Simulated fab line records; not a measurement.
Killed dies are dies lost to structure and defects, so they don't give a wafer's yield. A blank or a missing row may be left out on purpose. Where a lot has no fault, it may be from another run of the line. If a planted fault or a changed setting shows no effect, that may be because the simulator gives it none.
The same fault as seen by 2 desks -- flow gf180mcu -- only its own numbers are on each desk; what lay behind them is given at the end

TOOL OWNER'S DESK, pecvd-04
The tool's own readings at GF_V2_CVD_02 (deposits SiO2 from TEOS, target thk 850 nm, time 94.851 s): means of the sampled wafers that have a number, for each lot that ran on this tool. The brackets show how far a lot's mean lies from the usual mean; more than 4 standard deviations puts the lot out of limits, marked OUT.
Columns: A = heater_power_w at GF_V2_CVD_02, usual 663 W; B = rf_fwd_power_W at GF_V2_CVD_02, usual 596.2 W
lot,first seen here,A,B
L345,day 19 17:25,645,596.7
L347,day 20 21:23,626,594.3
L348,day 21 07:41,567,596.1
L349,day 21 14:10,697,628.8 (+16) OUT
L350,day 21 15:26,633,628.1 (+16) OUT
L362,day 26 01:36,670,595.1
L366,day 27 04:03,677,596.2
This desk's verdict: out of limits on L349, L350, starting with L349 at day 21 14:10 (rf_fwd_power_W at GF_V2_CVD_02). L345, L347, L348, L362, L366: within limits.

FROM THE METROLOGY DESK
What the gauges read, lot by lot, whatever tool the lot ran on: means of the sampled wafers that have a number. The brackets show how far a lot's mean lies from the usual mean; more than 4 standard deviations puts the lot out of limits, marked OUT.
Columns: A = V2_CVD_00_THK at GF_V2_THK_MEAS_01, usual 611 nm
lot,first seen here,A
L343,day 19 00:30,617
L344,day 19 08:13,611
L345,day 19 17:21,607
L346,day 20 13:31,611
L347,day 20 21:20,610
L348,day 21 07:38,613
L349,day 21 14:08,606
L350,day 21 15:23,615
L360,day 25 13:22,622
L362,day 26 01:32,606
L363,day 26 09:23,617
L364,day 26 16:14,611
L366,day 27 03:59,619
This desk found nothing out of limits on any of the 13 lots.

TAKEN TOGETHER
An alarm could have come from the tool owner's desk at day 21 14:10, on L349, L350.
Metrology desk: nothing out of limits seen.
The metrology desk has L349, L350 on record, within its limits.
Every lot named ran GF_V2_CVD_02 on pecvd-04.

WHAT HAD BEEN PUT IN BY THE SIMULATOR
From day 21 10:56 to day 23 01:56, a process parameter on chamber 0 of pecvd-04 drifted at GF_V2_CVD_02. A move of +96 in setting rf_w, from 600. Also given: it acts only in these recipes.
Lots struck among those shown: L349, L350.
Delay in hours, fault start to first out-of-limits reading, by desk: the tool owner's desk at 3.
